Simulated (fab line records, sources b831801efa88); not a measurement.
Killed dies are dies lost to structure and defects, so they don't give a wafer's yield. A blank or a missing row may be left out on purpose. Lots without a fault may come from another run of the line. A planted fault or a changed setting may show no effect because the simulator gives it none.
Problem report in the 8D (eight disciplines) form, filled by code | flow sfq_line | the parts of the form that need people (team, actions taken, sign-off) are left out

1. THE PROBLEM
oes_product_au at SFQ_TRILAYER_M3_BARC_OPEN_METAL_ETCH_100 reads a mean of 0.786 a.u. on 3 wafers of 2 lots; wafers without a fault read 0.686 a.u. with a standard deviation of 0.0046. That is +22 standard deviations from the usual mean.
The step: etches BARC in O2, target depth 125 nm, time 41.7 s.
First seen on wafer L792.1, day 37 01:47, on rie_metal-01. The record holds 16 wafers of 6 lots with a number at this step. Rule for "out", or "out of limits": more than 4 standard deviations from the usual mean. The other wafers with a number count as sound.

2. WHAT IT IS AND WHAT IT IS NOT
question                    | is                           | is not
which readings at this step | oes_product_au, run_length_s | drypump_motor_current_A
which lots                  | L792, L795                   | L796, L799, L800, L801
which wafers of those lots  | L792.1, L792.5, L795.1       | L795.4
read on which tools         | rie_metal-01                 | rie_metal-02, rie_metal-04
when                        | from day 37 01:47            | up to then (0 sound wafers); but 13 sound wafers of L795, L796, L799, L800, L801 came after

3. SUSPECTS, AND WHAT RULES EACH OUT
Counting: a tool at a process step up to the reading stays a suspect if it ran every lot that is out. Sound lots after the first of them don't rule it out here, since some wafers of a struck lot are sound.
- pvd_sputter-05 at SFQ_TRILAYER_M3_DEP_SPUTTER_073 (material Nb, target thk 200 nm, time 133.3 s): kept. It ran every lot that is out, first L792 (day 30 23:56).
- rie_metal-01 at SFQ_TRILAYER_M3_BARC_OPEN_METAL_ETCH_100 (etches BARC in O2, target depth 125 nm, time 41.7 s): kept. It ran every lot that is out, first L792 (day 37 01:47). Its own readings are out on those wafers: oes_product_au, run_length_s.
- Within rie_metal-01 at SFQ_TRILAYER_M3_BARC_OPEN_METAL_ETCH_100: the wafers that are out ran in chamber 1; their sound lot-mates ran in chamber 0.
Left after counting: pvd_sputter-05 at SFQ_TRILAYER_M3_DEP_SPUTTER_073, rie_metal-01 at SFQ_TRILAYER_M3_BARC_OPEN_METAL_ETCH_100.

4. THE CAUSE (what the simulator had put in)
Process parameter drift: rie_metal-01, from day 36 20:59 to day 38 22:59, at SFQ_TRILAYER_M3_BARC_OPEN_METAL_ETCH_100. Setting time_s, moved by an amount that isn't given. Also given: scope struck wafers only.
Counting left 2 suspects, and this tool is among them.

5. THE CHAIN OF EFFECTS, in route order
Each row: a reading whose mean over the struck wafers that have a number lies more than 3 standard deviations from the usual. Only readings for which the record gives a usual standard deviation are gone through. hours: the time from each lot's start at the first step in this table that gives one to its start at this step, as a median over the lots. sigmas: the change in usual standard deviations.
hours | step                                     | reading        | usual      | on struck wafers | change | sigmas
0     | SFQ_TRILAYER_M3_BARC_OPEN_METAL_ETCH_100 | oes_product_au | 0.686 a.u. | 0.786            | +0.100 | +22
0     | SFQ_TRILAYER_M3_BARC_OPEN_METAL_ETCH_100 | run_length_s   | 69.8 s     | 63.3             | -6.5   | -15
The process steps in it:
- SFQ_TRILAYER_M3_BARC_OPEN_METAL_ETCH_100: etches BARC in O2, target depth 125 nm, time 41.7 s.
Readings that are blank on the struck wafers while sound wafers have them: rf_fwd_power_W at SFQ_TRILAYER_M3_BARC_OPEN_METAL_ETCH_100.

6. WHAT WOULD HAVE CAUGHT IT SOONER
In this record the first reading out of limits was taken at day 37 01:47, 5 hours after the fault began at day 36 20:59.
